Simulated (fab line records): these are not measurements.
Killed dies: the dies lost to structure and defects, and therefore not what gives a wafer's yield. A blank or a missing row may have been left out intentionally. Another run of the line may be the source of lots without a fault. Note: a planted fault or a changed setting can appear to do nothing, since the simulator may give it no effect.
Which tool did it?    flow sky130    15 lots, 45 wafers sampled, at 4 steps of a route of 708

== WHAT EACH GAUGE READ, for each wafer ==
SKY_SD_N_RS_MEAS_17: measures by four-point-probe.
lot   measured      on             SD_P_RS (ohm/sq)
L773  day 27 04:24  film metro-03  147.6 147.5 147.5
L774  day 28 03:19  film metro-04  147.0 147.7 147.1
L775  day 28 04:41  film metro-02  146.8 146.7 146.5
L777  day 30 01:09  film metro-03  147.6 147.3 147.7
L778  day 30 08:23  film metro-04  146.9 147.3 147.4
L781  day 30 14:41  film metro-03  146.9 147.0 147.1
L786  day 32 04:10  film metro-03  147.1 147.1 147.0
L792  day 34 05:17  film metro-03  147.2 146.8 146.9
L793  day 35 01:37  film metro-03  148.1 147.6 147.7
L794  day 35 10:21  film metro-03  147.7 147.3 147.6
L796  day 35 11:21  film metro-04  146.8 147.5 147.2
L795  day 35 16:48  film metro-04  147.9 147.6 147.8

== TOOL THAT RAN EACH LOT (tool first, then ch and the chambers of the sampled wafers, then the start) ==
lot   SKY_VT_ADJUST_LVTN_STRIP_09           SKY_GATE_OXIDE_OXIDATION_01    SKY_SD_P_STRIP_10
L773  plasma asher-03 ch 0, day 6 14:10     furnace-02 ch 0, day 12 04:18  plasma asher-04 ch 1, day 24 18:53
L774  plasma asher-03 ch 0,1, day 7 04:39   furnace-02 ch 0, day 13 03:32  plasma asher-02 ch 0,1, day 25 16:59
L775  plasma asher-01 ch 0,1, day 7 10:01   furnace-02 ch 0, day 13 05:18  plasma asher-03 ch 0,1, day 25 18:14
L777  plasma asher-03 ch 0,1, day 7 22:03   furnace-02 ch 0, day 13 20:26  plasma asher-04 ch 0,1, day 27 15:56
L778  plasma asher-01 ch 0,1, day 8 17:37   furnace-01 ch 0, day 14 23:52  plasma asher-03 ch 0,1, day 27 22:37
L781  plasma asher-01 ch 0,1, day 9 02:33   furnace-01 ch 0, day 15 08:48  plasma asher-03 ch 0,1, day 28 05:59
L782  plasma asher-01 ch 0,1, day 9 10:40   furnace-02, day 15 21:49       -
L784  plasma asher-03 ch 0,1, day 9 18:43   furnace-02, day 16 06:38       -
L783  plasma asher-01 ch 0,1, day 9 19:43   furnace-02, day 16 08:02       -
L786  plasma asher-04 ch 0,1, day 10 09:04  furnace-01 ch 0, day 17 02:48  plasma asher-03 ch 0,1, day 29 19:43
L792  plasma asher-03 ch 0,1, day 12 04:18  furnace-02 ch 0, day 19 04:40  plasma asher-04 ch 0,1, day 32 00:04
L793  plasma asher-03 ch 0,1, day 12 19:22  furnace-02 ch 0, day 20 02:40  plasma asher-03 ch 0,1, day 32 19:23
L794  plasma asher-03 ch 0,1, day 13 06:46  furnace-01 ch 0, day 20 15:28  plasma asher-03 ch 0,1, day 33 04:43
L796  plasma asher-04 ch 0,1, day 13 10:13  furnace-01 ch 0, day 20 19:37  plasma asher-03 ch 0,1, day 33 06:08
L795  plasma asher-04 ch 0,1, day 13 10:49  furnace-02 ch 0, day 20 21:10  plasma asher-04 ch 0,1, day 33 11:37
- SKY_VT_ADJUST_LVTN_STRIP_09: strips in O2/N2.
- SKY_GATE_OXIDE_OXIDATION_01: stabilise 600 s, purge 300 s, target thk 10.268 nm.
- SKY_SD_P_STRIP_10: strips in O2/N2.

== WHAT THE TOOLS THEMSELVES READ (means of the sampled wafers that have a number; where no wafer has one, the mark that the record gives instead) ==
SKY_VT_ADJUST_LVTN_STRIP_09.
lot   tool             drypump motor current A (A)  oes product au (a.u.)  strip time to endpoint s (s)
L773  plasma asher-03  5.5                          0.726                  36.99
L774  plasma asher-03  5.6                          0.717                  36.97
L775  plasma asher-01  5.1                          0.723                  36.83
L777  plasma asher-03  5.7                          0.721                  36.93
L778  plasma asher-01  5.0                          0.723                  36.98
L781  plasma asher-01  5.0                          0.722                  36.93
L782  plasma asher-01  5.1                          0.720                  36.81
L784  plasma asher-03  5.6                          0.720                  36.93
L783  plasma asher-01  5.1                          0.720                  36.81
L786  plasma asher-04  6.0                          0.723                  36.89
L792  plasma asher-03  5.6                          0.721                  37.06
L793  plasma asher-03  5.6                          0.721                  36.99
L794  plasma asher-03  5.6                          0.724                  36.92
L796  plasma asher-04  6.0                          0.724                  36.96
L795  plasma asher-04  6.0                          0.724                  36.98

SKY_GATE_OXIDE_OXIDATION_01.
lot   tool        ox temp c (C)  ox temp c max  zone power bottom pct (%)
L773  furnace-02  900.4          904.6          25.0
L774  furnace-02  900.4          904.1          25.0
L775  furnace-02  900.2          903.8          25.1
L777  furnace-02  900.6          904.3          25.1
L778  furnace-01  899.8          903.6          23.8
L781  furnace-01  899.9          904.3          23.5
L782  furnace-02  -              -              -
L784  furnace-02  -              -              -
L783  furnace-02  -              -              -
L786  furnace-01  899.7          904.2          23.6
L792  furnace-02  899.7          903.7          25.3
L793  furnace-02  900.3          904.4          25.0
L794  furnace-01  900.2          903.9          23.9
L796  furnace-01  899.8          903.7          23.8
L795  furnace-02  900.3          904.8          25.1

SKY_SD_P_STRIP_10.
lot   tool             drypump motor current A (A)  oes product au (a.u.)  strip time to endpoint s (s)
L773  plasma asher-04  6.0                          0.614                  17.48
L774  plasma asher-02  5.4                          0.620                  17.52
L775  plasma asher-03  5.7                          0.620                  17.56
L777  plasma asher-04  6.0                          0.622                  17.55
L778  plasma asher-03  5.7                          0.613                  17.52
L781  plasma asher-03  5.6                          0.616                  17.54
L786  plasma asher-03  5.6                          0.619                  17.50
L792  plasma asher-04  6.1                          0.618                  17.51
L793  plasma asher-03  5.6                          0.617                  17.49
L794  plasma asher-03  5.7                          0.621                  17.50
L796  plasma asher-03  5.6                          0.620                  17.44
L795  plasma asher-04  6.0                          0.614                  17.48

== THE ANSWER, worked out from the rows above alone ==
Rule: the usual values come from the lots themselves. Put in order of their means at a reading, lots are off if they are a third of the lots or fewer, leave a main group of 4 or more, and stand apart from it by a gap of 3 or more times the standard deviation of the main group's means; of several such gaps the widest counts. If all means in a main group match to the digits the tables above print for the reading, that group is not used. A lot without any number at a reading at which 4 lots or more have one is off too. Any other lot the step has rows for is counted as sound. The gauges are gone through in route order, then the tools' own readings, and for those a lot's mean is taken as printed above. At the first step where some lot is off, the reading lying furthest off is the one used; lots without a number count as furthest.
Off: L782, L784, L783, at SKY_GATE_OXIDE_OXIDATION_01 (ox temp c). Without a number there: L782, L784, L783. Mean 900.1 C and standard deviation 0.3 in the main group.
A tool fits if, at that step or a process step before it, it ran every lot that is off, and no sound lot after the first of them. None of those tried fits.

== WHAT THE SIMULATOR HAD PUT IN ==
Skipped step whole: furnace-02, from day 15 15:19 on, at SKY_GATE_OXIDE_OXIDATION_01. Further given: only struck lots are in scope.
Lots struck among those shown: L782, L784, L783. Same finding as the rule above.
